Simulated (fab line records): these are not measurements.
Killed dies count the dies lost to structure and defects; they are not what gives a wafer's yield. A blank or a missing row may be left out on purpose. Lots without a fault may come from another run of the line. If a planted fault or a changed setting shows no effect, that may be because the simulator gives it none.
fab line records + flow sky130
record:
- lots: 10
- wafers: 30
- lastDay: 50
route steps=708 shown SONOS_TUNNEL@161 GATE_OXIDE@197 POLY_GATE@204 RES_PROTECT@214 PAD_OPEN@708
lots that met no fault: taken from a fault-free run of the same line
startH: the number of hours between the record's first day and the start of the first shown wafer of the lot + waitH: hours from the lot's prior step to this one + " unchanged from the row above + L1.1+2: a row that stands for several wafers + - no value, or no start was given + * or withheld: withheld + < > ~ a bound
route shown NAME@n: names a module that has steps shown in the file, with the first one's number in the route + usual: average and standard deviation across the fault-free wafers + same: alike in all rows + chamber/n: place in a boat + sites: per-site readings + _std_site: the values' standard deviation + _edge_site: mean of outer sites minus mean of inner sites + radiusMm: how far each site lies from the wafer's centre + mask NAME#n: copy n + behind: tool/chamber where the wafer was last shaped + hold: what put the lot on hold/how long, in hours/how the hold closed + device: the n, p or np transistor that did not switch + end of line: the route-end tests of the same wafers + a step given without rows: its recipe and nothing more + killed: at the first sort, the dies lost to defects and structure; wafer yield is something else + map: dies across one wafer; x = killed, . = not, _ = none there
set.NAME: the setting the step ran with; set.NAME@STEP: the setting that earlier step ran with + model.NAME: the simulator's own value behind a step, which no gauge read
route steps across a sampled set of lots; one table per step, one row per wafer
services: a tool's chamber out of use, with start hour (startH, from the record's first day; less than 0 if before it), hours out, and reason
== steps ==
step: SKY_SONOS_TUNNEL_CD_MEAS_07
recipe:
- targetCdNm: 410
usual:
- cdNm: 410.0/2.3
| lot.wafer | tool     | chamber | startH | waitH | cdNm  |
|-----------|----------|---------|--------|-------|-------|
| L225.1    | cdSem-02 | -       | 245.86 | 0.1   | 410.5 |
| L225.2    | "        | -       | "      | "     | 409.0 |
| L225.5    | "        | -       | "      | "     | 409.1 |
| L227.1    | cdSem-02 | -       | 262.21 | 0.1   | 407.7 |
| L227.3    | "        | -       | "      | "     | 407.9 |
| L227.4    | "        | -       | "      | "     | 407.3 |
| L231.3    | cdSem-02 | -       | 293.95 | 0.1   | 410.6 |
| L231.4    | "        | -       | "      | "     | 411.9 |
| L231.5    | "        | -       | "      | "     | 411.6 |
| L240.1    | cdSem-01 | -       | 370.90 | 0.1   | 409.2 |
| L240.3    | "        | -       | "      | "     | 411.4 |
| L240.6    | "        | -       | "      | "     | 408.3 |
| L241.3    | cdSem-01 | -       | 375.05 | 0.1   | 407.6 |
| L241.4    | "        | -       | "      | "     | 407.6 |
| L241.5    | "        | -       | "      | "     | 405.9 |
| L242.3    | cdSem-01 | -       | 397.79 | 0.1   | 406.7 |
| L242.4    | "        | -       | "      | "     | 407.5 |
| L242.5    | "        | -       | "      | "     | 405.8 |
| L244.1    | cdSem-02 | -       | 402.56 | 0.1   | 413.8 |
| L244.3    | "        | -       | "      | "     | 412.9 |
| L244.6    | "        | -       | "      | "     | 411.6 |
| L246.2    | cdSem-02 | -       | 447.72 | 0.1   | 410.3 |
| L246.4    | "        | -       | "      | "     | 410.8 |
| L246.6    | "        | -       | "      | "     | 411.7 |
| L248.2    | cdSem-02 | -       | 448.97 | 0.1   | 407.8 |
| L248.3    | "        | -       | "      | "     | 409.7 |
| L248.5    | "        | -       | "      | "     | 409.8 |
| L247.1    | cdSem-01 | -       | 449.11 | 0.1   | 409.2 |
| L247.2    | "        | -       | "      | "     | 411.0 |
| L247.6    | "        | -       | "      | "     | 408.9 |
step: SKY_GATE_OXIDE_OVL_MEAS_10
usual:
- GATE_OXIDE_OVL: -0.1/1.4
| lot.wafer | tool       | chamber | startH | waitH | GATE_OXIDE_OVL[nm] |
|-----------|------------|---------|--------|-------|--------------------|
| L225.1    | overlay-02 | -       | 302.06 | 0.1   | 0.2                |
| L225.2    | "          | -       | "      | "     | 2.2                |
| L225.5    | "          | -       | "      | "     | 2.5                |
| L227.1    | overlay-02 | -       | 324.53 | 0.1   | 0.6                |
| L227.3    | "          | -       | "      | "     | -0.1               |
| L227.4    | "          | -       | "      | "     | 0.3                |
| L231.3    | overlay-02 | -       | 353.13 | 0.1   | 0.7                |
| L231.4    | "          | -       | "      | "     | 0.7                |
| L231.5    | "          | -       | "      | "     | 0.8                |
| L240.1    | overlay-02 | -       | 446.58 | 0.1   | -0.2               |
| L240.3    | "          | -       | "      | "     | 0.7                |
| L240.6    | "          | -       | "      | "     | 1.9                |
| L241.3    | overlay-01 | -       | 446.89 | 0.1   | 0.1                |
| L241.4    | "          | -       | "      | "     | 1.1                |
| L241.5    | "          | -       | "      | "     | -1.2               |
| L242.3    | overlay-01 | -       | 464.94 | 0.1   | -0.8               |
| L242.4    | "          | -       | "      | "     | 0.2                |
| L242.5    | "          | -       | "      | "     | -0.8               |
| L244.1    | overlay-01 | -       | 472.41 | 0.1   | -2.4               |
| L244.3    | "          | -       | "      | "     | -0.6               |
| L244.6    | "          | -       | "      | "     | -1.8               |
| L248.2    | overlay-02 | -       | 518.63 | 0.1   | -1.6               |
| L248.3    | "          | -       | "      | "     | -3.4               |
| L248.5    | "          | -       | "      | "     | -2.1               |
| L246.2    | overlay-02 | -       | 519.11 | 0.1   | 0.6                |
| L246.4    | "          | -       | "      | "     | -1.1               |
| L246.6    | "          | -       | "      | "     | -2.3               |
| L247.1    | overlay-01 | -       | 519.26 | 0.1   | -0.3               |
| L247.2    | "          | -       | "      | "     | -0.5               |
| L247.6    | "          | -       | "      | "     | -1.3               |
step: SKY_POLY_GATE_CVD_00
recipe:
- material: poly-Si
- targetThkNm: 180
- tempC: 620
- timeS: 720
- pressureMtorr: 200
usual:
- spikeTcCentreC: 620.7/1.1
- spikeTcLowerC: 619.9/1.1
- spikeTcTopC: 640.9/1.6
- spikeTcUpperC: 620.6/0.99
- susceptorTempC: 619.97/0.28
- zonePowerLowerPct: 9.0/0.35
| lot.wafer | tool     | chamber | startH | waitH | spikeTcCentreC | spikeTcLowerC | spikeTcTopC | spikeTcUpperC | susceptorTempC | zonePowerLowerPct |
|-----------|----------|---------|--------|-------|----------------|---------------|-------------|---------------|----------------|-------------------|
| L225.1    | lpcvd-01 | 1       | 304.09 | 0.0   | 620.3          | 619.0         | 640.1       | 620.5         | 620.16         | 8.8               |
| L225.2    | "        | 1       | "      | "     | 618.7          | 621.3         | 640.1       | 620.5         | 620.19         | 8.8               |
| L225.5    | "        | 1       | "      | "     | 619.5          | 620.2         | 641.6       | 621.2         | 619.97         | 8.6               |
| L227.1    | lpcvd-01 | 1       | 327.25 | 0.0   | 621.0          | 620.4         | 641.1       | 620.5         | 620.10         | 8.7               |
| L227.3    | "        | 1       | "      | "     | 622.2          | 619.5         | 640.5       | 620.3         | 619.69         | 8.7               |
| L227.4    | "        | 1       | "      | "     | 620.3          | 619.9         | 638.7       | 621.5         | 619.47         | 8.9               |
| L231.3    | lpcvd-01 | 0       | 356.43 | 0.0   | 616.4          | 615.7         | 637.0       | 616.8         | 615.70         | 9.3               |
| L231.4    | "        | 0       | "      | "     | 615.4          | 614.4         | 637.0       | 615.8         | 615.60         | 9.2               |
| L231.5    | "        | 0       | "      | "     | 616.9          | 615.2         | 636.4       | 616.4         | 615.02         | 9.3               |
| L240.1    | lpcvd-01 | 1       | 448.64 | 0.0   | 621.1          | 618.1         | 639.5       | 621.5         | 620.12         | 8.6               |
| L240.3    | "        | 1       | "      | "     | 621.2          | 622.3         | 639.3       | 620.9         | 620.27         | 8.7               |
| L240.6    | "        | 1       | "      | "     | 621.0          | 621.3         | 639.3       | 621.4         | 620.09         | 8.7               |
| L241.3    | lpcvd-01 | 0       | 449.84 | 0.1   | 622.4          | 620.8         | 642.7       | 620.6         | 620.02         | 9.5               |
| L241.4    | "        | 0       | "      | "     | 618.9          | 618.5         | 642.3       | 621.3         | 620.11         | 9.4               |
| L241.5    | "        | 0       | "      | "     | 621.2          | 619.3         | 642.6       | 619.4         | 620.17         | 9.3               |
| L242.3    | lpcvd-01 | 1       | 467.74 | 0.0   | 620.7          | 621.6         | 640.3       | 621.3         | 620.59         | 8.7               |
| L242.4    | "        | 1       | "      | "     | 621.5          | 621.4         | 641.2       | 621.1         | 620.59         | 8.8               |
| L242.5    | "        | 1       | "      | "     | 618.4          | 620.8         | 639.4       | 620.6         | 620.20         | 8.6               |
| L244.1    | lpcvd-01 | 0       | 474.44 | 0.0   | 621.4          | 619.6         | 642.5       | 619.5         | 620.15         | 9.4               |
| L244.3    | "        | 0       | "      | "     | 621.3          | 619.0         | 642.7       | 619.1         | 620.39         | 9.4               |
| L244.6    | "        | 0       | "      | "     | 621.5          | 620.9         | 641.9       | 620.0         | 619.89         | 9.4               |
| L246.2    | lpcvd-01 | 1       | 521.14 | 0.0   | 620.9          | 618.2         | 639.4       | 621.0         | 620.07         | 8.8               |
| L246.4    | "        | 1       | "      | "     | 619.6          | 620.4         | 640.2       | 618.7         | 620.03         | 8.8               |
| L246.6    | "        | 1       | "      | "     | 620.0          | 622.3         | 641.2       | 621.9         | 620.21         | 8.7               |
| L248.2    | lpcvd-01 | 0       | 521.14 | 0.0   | 621.0          | 618.2         | 643.0       | 619.5         | 619.96         | 9.5               |
| L248.3    | "        | 0       | "      | "     | 619.9          | 618.0         | 641.9       | 619.9         | 619.85         | 9.6               |
| L248.5    | "        | 0       | "      | "     | 619.5          | 620.1         | 641.5       | 618.4         | 619.57         | 9.4               |
| L247.1    | lpcvd-01 | 1       | 522.38 | 0.0   | 621.2          | 621.2         | 639.6       | 621.5         | 620.12         | 8.7               |
| L247.2    | "        | 1       | "      | "     | 621.1          | 620.3         | 640.1       | 619.8         | 620.00         | 8.7               |
| L247.6    | "        | 1       | "      | "     | 620.1          | 620.5         | 639.9       | 621.8         | 619.56         | 8.9               |
step: SKY_POLY_GATE_THK_MEAS_01
recipe:
- reads: poly-Si_of_POLY_GATE_CVD_00
usual:
- POLY_GATE_CVD_00_THK: 180.6/1.8
| lot.wafer | tool         | chamber | startH | waitH | POLY_GATE_CVD_00_THK[nm] |
|-----------|--------------|---------|--------|-------|--------------------------|
| L225.1    | filmMetro-01 | -       | 305.29 | 0.0   | 180.7                    |
| L225.2    | "            | -       | "      | "     | 180.4                    |
| L225.5    | "            | -       | "      | "     | 180.3                    |
| L227.1    | filmMetro-02 | -       | 328.45 | 0.0   | 181.9                    |
| L227.3    | "            | -       | "      | "     | 181.1                    |
| L227.4    | "            | -       | "      | "     | 182.1                    |
| L231.3    | filmMetro-02 | -       | 357.65 | 0.0   | 163.7                    |
| L231.4    | "            | -       | "      | "     | 161.5                    |
| L231.5    | "            | -       | "      | "     | 163.6                    |
| L240.1    | filmMetro-01 | -       | 449.84 | 0.0   | 182.0                    |
| L240.3    | "            | -       | "      | "     | 181.6                    |
| L240.6    | "            | -       | "      | "     | 181.9                    |
| L241.3    | filmMetro-04 | -       | 451.06 | 0.0   | 178.8                    |
| L241.4    | "            | -       | "      | "     | 179.5                    |
| L241.5    | "            | -       | "      | "     | 177.9                    |
| L242.3    | filmMetro-04 | -       | 468.96 | 0.0   | 181.8                    |
| L242.4    | "            | -       | "      | "     | 181.8                    |
| L242.5    | "            | -       | "      | "     | 180.4                    |
| L244.1    | filmMetro-02 | -       | 475.64 | 0.0   | 179.8                    |
| L244.3    | "            | -       | "      | "     | 178.1                    |
| L244.6    | "            | -       | "      | "     | 180.3                    |
| L246.2    | filmMetro-02 | -       | 522.35 | 0.0   | 178.4                    |
| L246.4    | "            | -       | "      | "     | 179.5                    |
| L246.6    | "            | -       | "      | "     | 180.4                    |
| L248.2    | filmMetro-01 | -       | 522.35 | 0.0   | 180.5                    |
| L248.3    | "            | -       | "      | "     | 181.8                    |
| L248.5    | "            | -       | "      | "     | 180.8                    |
| L247.1    | filmMetro-02 | -       | 523.58 | 0.0   | 184.1                    |
| L247.2    | "            | -       | "      | "     | 183.0                    |
| L247.6    | "            | -       | "      | "     | 184.0                    |
step: SKY_RES_PROTECT_STRIP_07
recipe:
- chemistry: O2/N2
- powerW: 1400
- pressureMtorr: 1500
- platenTempC: withheld
- o2FlowSccm: 3000
- n2FlowSccm: 300
- overashFraction: 0.5
usual:
- drypumpMotorCurrentA: 5.73/0.3
- n2FlowSccm: 299.9/0.87
- oesProductAu: 0.517/0.0047
- stripTimeToEndpointS: 23.29/0.039
| lot.wafer | tool           | chamber | startH | waitH | drypumpMotorCurrentA | n2FlowSccm | oesProductAu | rfHoursCounterH | stripTimeToEndpointS |
|-----------|----------------|---------|--------|-------|----------------------|------------|--------------|-----------------|----------------------|
| L225.1    | plasmaAsher-03 | 1       | 331.01 | 0.1   | 5.76                 | 299.4      | 0.515        | 63              | 23.31                |
| L225.2    | "              | 0       | "      | "     | 6.06                 | 301.4      | 0.520        | 63              | 23.33                |
| L225.5    | "              | 0       | "      | "     | 6.07                 | 298.1      | 0.516        | -               | 23.27                |
| L227.1    | plasmaAsher-02 | 0       | 355.46 | 0.1   | 6.12                 | 298.5      | 0.523        | 53              | 23.26                |
| L227.3    | "              | 0       | "      | "     | 6.14                 | 297.2      | 0.516        | -               | 23.26                |
| L227.4    | "              | 1       | "      | "     | 5.48                 | 301.1      | 0.517        | -               | 23.26                |
| L231.3    | plasmaAsher-03 | 1       | 384.46 | 0.1   | 5.70                 | 300.0      | 0.524        | -               | 23.24                |
| L231.4    | "              | 0       | "      | "     | 6.09                 | 300.6      | 0.523        | -               | 23.30                |
| L231.5    | "              | 1       | "      | "     | 5.71                 | 300.6      | 0.514        | -               | 23.32                |
| L240.1    | plasmaAsher-02 | 1       | 480.23 | 0.1   | 5.50                 | 300.3      | 0.518        | 65              | 23.27                |
| L240.3    | "              | 1       | "      | "     | 5.48                 | 299.0      | 0.522        | -               | 23.26                |
| L240.6    | "              | 1       | "      | "     | 5.47                 | 299.5      | 0.519        | -               | 23.24                |
| L241.3    | plasmaAsher-02 | 1       | 481.96 | 0.1   | 5.48                 | 299.8      | 0.516        | -               | 23.29                |
| L241.4    | "              | 0       | "      | "     | 6.13                 | 300.5      | 0.520        | -               | 23.30                |
| L241.5    | "              | 1       | "      | "     | 5.44                 | 298.8      | 0.520        | -               | 23.32                |
| L242.3    | plasmaAsher-01 | 1       | 499.44 | 0.1   | 5.29                 | 298.1      | 0.525        | -               | 23.41                |
| L242.4    | "              | 0       | "      | "     | 5.76                 | 300.3      | 0.509        | -               | 23.31                |
| L242.5    | "              | 1       | "      | "     | 5.29                 | 298.7      | 0.512        | -               | 23.31                |
| L244.1    | plasmaAsher-02 | 0       | 505.96 | 0.1   | 6.11                 | 301.5      | 0.517        | 67              | 23.34                |
| L244.3    | "              | 0       | "      | "     | 6.12                 | 300.5      | 0.521        | -               | 23.34                |
| L244.6    | "              | 0       | "      | "     | 6.10                 | 299.8      | 0.509        | -               | 23.33                |
| L248.2    | plasmaAsher-01 | 0       | 552.08 | 0.1   | 5.77                 | 300.7      | 0.514        | 44              | 23.34                |
| L248.3    | "              | 1       | "      | "     | 5.29                 | 299.4      | 0.520        | -               | 23.33                |
| L248.5    | "              | 1       | "      | "     | 5.31                 | 298.8      | 0.522        | -               | 23.31                |
| L246.2    | plasmaAsher-02 | 1       | 552.38 | 0.1   | 5.47                 | 299.7      | 0.516        | 72              | 23.20                |
| L246.4    | "              | 0       | "      | "     | 6.13                 | 299.7      | 0.517        | -               | 23.18                |
| L246.6    | "              | 1       | "      | "     | 5.44                 | 300.3      | 0.514        | -               | 23.23                |
| L247.1    | plasmaAsher-01 | 0       | 553.11 | 0.1   | 5.78                 | 299.2      | 0.518        | 44              | 23.26                |
| L247.2    | "              | 1       | "      | "     | 5.29                 | 299.9      | 0.524        | 44              | 23.25                |
| L247.6    | "              | 1       | "      | "     | 5.28                 | 299.1      | 0.520        | -               | 23.25                |
step: SKY_POLY_GATE_ETCH_17
recipe:
- targetDepthNm: 180
- stopOn: SiO2
- overEtchFrac: 0.56667
- chemistry: HBr/Cl2
- target: poly-Si
- icpW: 400
- biasW: 100
- pressureMtorr: 10
- HBr_flow_sccm: 150
- Cl2_flow_sccm: 50
- timeS: 70.5
usual:
- drypumpMotorCurrentA: 6.1/0.48
- oesProductAu: 0.990/0.0086
- rfFwdPowerW: 397.1/1.6
- throttleValvePct: 33.685/0.0091
| lot.wafer | tool     | chamber | startH | waitH | drypumpMotorCurrentA | oesProductAu | rfFwdPowerW | rfHoursCounterH | throttleValvePct |
|-----------|----------|---------|--------|-------|----------------------|--------------|-------------|-----------------|------------------|
| L225.1    | rieSi-01 | 1       | 360.00 | 0.0   | 6.7                  | 0.987        | 396.9       | 46              | 33.688           |
| L225.2    | "        | 2       | "      | "     | 5.2                  | 0.983        | 396.5       | 49              | 33.664           |
| L225.5    | "        | 1       | "      | "     | 6.6                  | 0.985        | 396.1       | -               | 33.686           |
| L227.1    | rieSi-02 | 0       | 386.54 | 0.0   | 6.4                  | 0.996        | 398.8       | 4               | 33.675           |
| L227.3    | "        | 1       | "      | "     | 5.7                  | 0.994        | 396.3       | 2               | 33.694           |
| L227.4    | "        | 2       | "      | "     | 5.9                  | 0.983        | 392.5       | 48              | 33.703           |
| L231.3    | rieSi-02 | 0       | 416.70 | 0.0   | 6.4                  | 0.926        | 398.1       | 5               | 33.694           |
| L231.4    | "        | 1       | "      | "     | 5.8                  | 0.927        | 396.8       | 2               | 33.694           |
| L231.5    | "        | 2       | "      | "     | 5.9                  | 0.926        | 396.2       | -               | 33.702           |
| L240.1    | rieSi-01 | 0       | 513.04 | 0.0   | 6.5                  | 0.993        | 397.6       | 5               | 33.691           |
| L240.3    | "        | 2       | "      | "     | 5.2                  | 0.998        | 398.6       | 50              | 33.677           |
| L240.6    | "        | 0       | "      | "     | 6.5                  | 0.988        | 396.8       | -               | 33.677           |
| L241.3    | rieSi-02 | 2       | 514.34 | 0.0   | 5.9                  | 0.986        | 395.4       | 48              | 33.694           |
| L241.4    | "        | 1       | "      | "     | 5.7                  | 0.992        | 395.6       | 3               | 33.670           |
| L241.5    | "        | 3       | "      | "     | 6.8                  | 0.980        | 397.6       | -               | 33.692           |
| L242.3    | rieSi-01 | 1       | 533.20 | 0.0   | 6.6                  | 0.991        | 396.1       | 47              | 33.676           |
| L242.4    | "        | 1       | "      | "     | 6.6                  | 0.979        | 395.7       | -               | 33.688           |
| L242.5    | "        | 3       | "      | "     | 5.9                  | 0.986        | 399.4       | -               | 33.680           |
| L244.1    | rieSi-01 | 1       | 538.39 | 0.0   | 6.7                  | 0.986        | 393.9       | 47              | 33.679           |
| L244.3    | "        | 0       | "      | "     | 6.5                  | 0.997        | 400.7       | 5               | 33.691           |
| L244.6    | "        | 1       | "      | "     | 6.6                  | 0.978        | 397.7       | -               | 33.660           |
| L248.2    | rieSi-01 | 3       | 583.65 | 0.0   | 5.9                  | 0.990        | 398.0       | 0               | 33.671           |
| L248.3    | "        | 0       | "      | "     | 6.4                  | 0.997        | 399.6       | 5               | 33.678           |
| L248.5    | "        | 0       | "      | "     | 6.5                  | 0.990        | 400.4       | -               | 33.682           |
| L247.1    | rieSi-02 | 1       | 585.25 | 0.0   | 5.8                  | 0.995        | 394.5       | 3               | 33.683           |
| L247.2    | "        | 2       | "      | "     | 5.9                  | 0.975        | 395.1       | 0               | 33.678           |
| L247.6    | "        | 0       | "      | "     | 6.4                  | 0.999        | 397.5       | -               | 33.678           |
| L246.2    | rieSi-01 | 1       | 585.33 | 0.0   | 6.6                  | 0.983        | 395.5       | 0               | 33.694           |
| L246.4    | "        | 2       | "      | "     | 5.2                  | 0.975        | 397.4       | 0               | 33.680           |
| L246.6    | "        | 2       | "      | "     | 5.2                  | 0.983        | 397.4       | -               | 33.684           |
step: SKY_PAD_OPEN_PROBE_99
usual:
- killed_at_M0_to_M3: 42/6.6
- killed_at_M4_up: 3.1/1.9
- killedAtContacts: 24/5.6
- killedAtFrontEnd: 15/4.8
- killedAtOther: 0.3/0.48
- killedDies: 84/10
- killedOpen: 47/6.8
- killedShort: 37/6.8
same:
- grossDies: 492
- killedAtBackSide: 0
| lot.wafer | tool      | chamber | startH  | waitH | killed_at_M0_to_M3 | killed_at_M4_up | killedAtContacts | killedAtFrontEnd | killedAtOther | killedDies | killedOpen | killedShort |
|-----------|-----------|---------|---------|-------|--------------------|-----------------|------------------|------------------|---------------|------------|------------|-------------|
| L240.1    | prober-02 | -       | 1168.12 | 0.1   | 35                 | 5               | 13               | 12               | 0             | 65         | 47         | 18          |
| L240.3    | prober-02 | -       | 1168.22 | 0.2   | 48                 | 2               | 20               | 20               | 0             | 90         | 41         | 49          |
| L240.6    | prober-02 | -       | 1168.37 | 0.2   | 51                 | 4               | 6                | 16               | 1             | 78         | 40         | 37          |
killed by level:class
L240.1 VIA1:geometricParticle:open=10 VIA3:geometricParticle:open=8 CONTACT:geometricParticle:open=5 FIELD_ISO:geometricParticle:open=4 POLY_GATE:geometricParticle:open=4 METAL2:geometricParticle:short=4 SPACER:geometricParticle:open=3 LI_CONTACT:geometricParticle:open=3
L240.3 VIA1:geometricParticle:open=10 FIELD_ISO:geometricParticle:open=8 CONTACT:geometricParticle:open=8 METAL2:geometricParticle:short=7 FIELD_ISO:geometricParticle:short=6 METAL1:geometricParticle:short=6 VIA1:geometricParticle:short=6 VIA3:geometricParticle:open=6
L240.6 VIA1:geometricParticle:open=13 VIA1:geometricParticle:short=7 METAL2:geometricParticle:short=7 METAL1:geometricParticle:short=6 VIA3:geometricParticle:short=6 VIA2:geometricParticle:open=5 SPACER:geometricParticle:short=5 VIA3:geometricParticle:open=5
== services ==
| tool           | chamber | startH | hours | kind          |
|----------------|---------|--------|-------|---------------|
| rieSi-02       | 1       | 334.43 | 4.8   | repair        |
| lpcvd-01       | -       | 341.86 | 0.8   | pm            |
| plasmaAsher-03 | -       | 344.54 | 0.8   | repair        |
| rieSi-02       | -       | 353.96 | 2.8   | pm            |
| rieSi-02       | 1       | 360.42 | 8.6   | repair        |
| rieSi-02       | 0       | 370.79 | 7.6   | repair        |
| rieSi-01       | 3       | 420.05 | 3.0   | repair        |
| plasmaAsher-03 | -       | 421.25 | 9.0   | pm            |
| lpcvd-01       | -       | 425.15 | 1.0   | repair        |
| plasmaAsher-02 | -       | 441.23 | 12.9  | repair        |
| rieSi-01       | 3       | 449.49 | -     | clean         |
| rieSi-01       | 3       | 449.49 | 20.2  | scheduledDown |
| rieSi-01       | 3       | 449.49 | 20.2  | ventCycle     |
| plasmaAsher-02 | -       | 492.32 | 2.8   | pm            |
| rieSi-01       | 2       | 521.91 | -     | clean         |
| rieSi-01       | 2       | 521.91 | 26.6  | scheduledDown |
| rieSi-01       | 2       | 521.91 | 26.6  | ventCycle     |
| plasmaAsher-01 | -       | 524.41 | 2.6   | repair        |
| rieSi-02       | 2       | 530.77 | -     | clean         |
| rieSi-02       | -       | 548.42 | 0.7   | repair        |
| rieSi-01       | 1       | 548.53 | -     | clean         |
| rieSi-01       | 1       | 548.53 | 36.6  | scheduledDown |
| rieSi-01       | 1       | 548.53 | 36.6  | ventCycle     |
| rieSi-01       | -       | 580.10 | 0.3   | repair        |
== key ==
firstSign:
- step: SKY_POLY_GATE_CVD_00
- reading: susceptorTempC
- direction: down
- sigmas: 16
- usual: *
- struck: *
effect:
- step: SKY_POLY_GATE_CVD_00
- reading: spikeTcUpperC
- direction: down
- sigmas: 4.3
- usual: 620.6
- struck: 616.3
effect:
- step: SKY_POLY_GATE_THK_MEAS_01
- reading: POLY_GATE_CVD_00_THK
- direction: down
- sigmas: 9.9
- usual: 180.6
- struck: 162.9
effect:
- step: SKY_POLY_GATE_ETCH_17
- reading: oesProductAu
- direction: down
- sigmas: 7.4
- usual: 0.990
- struck: 0.926
metAt SKY_POLY_GATE_CVD_00
struckLots L231
struckWafers L231.3,L231.4,L231.5
testerLeftOut L231
notActingAt SKY_SONOS_TUNNEL_CD_MEAS_07,SKY_GATE_OXIDE_OVL_MEAS_10,SKY_RES_PROTECT_STRIP_07
fault:
- kind: processParameterDrift
- tool: lpcvd-01
- chamber: 0
- onsetH: 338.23
- steps: SKY_POLY_GATE_CVD_00
- channel: tempC
- offset: *
- shape: step
- endH: 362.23
- stated: *
testerLeftOut: of these lots the tester's yield and bins aren't shown, on N5 and GAA mostly nor the transistor test; their killed dies are dies lost to structure and defects alone, not to doping, threshold or leakage, so they don't give the yield
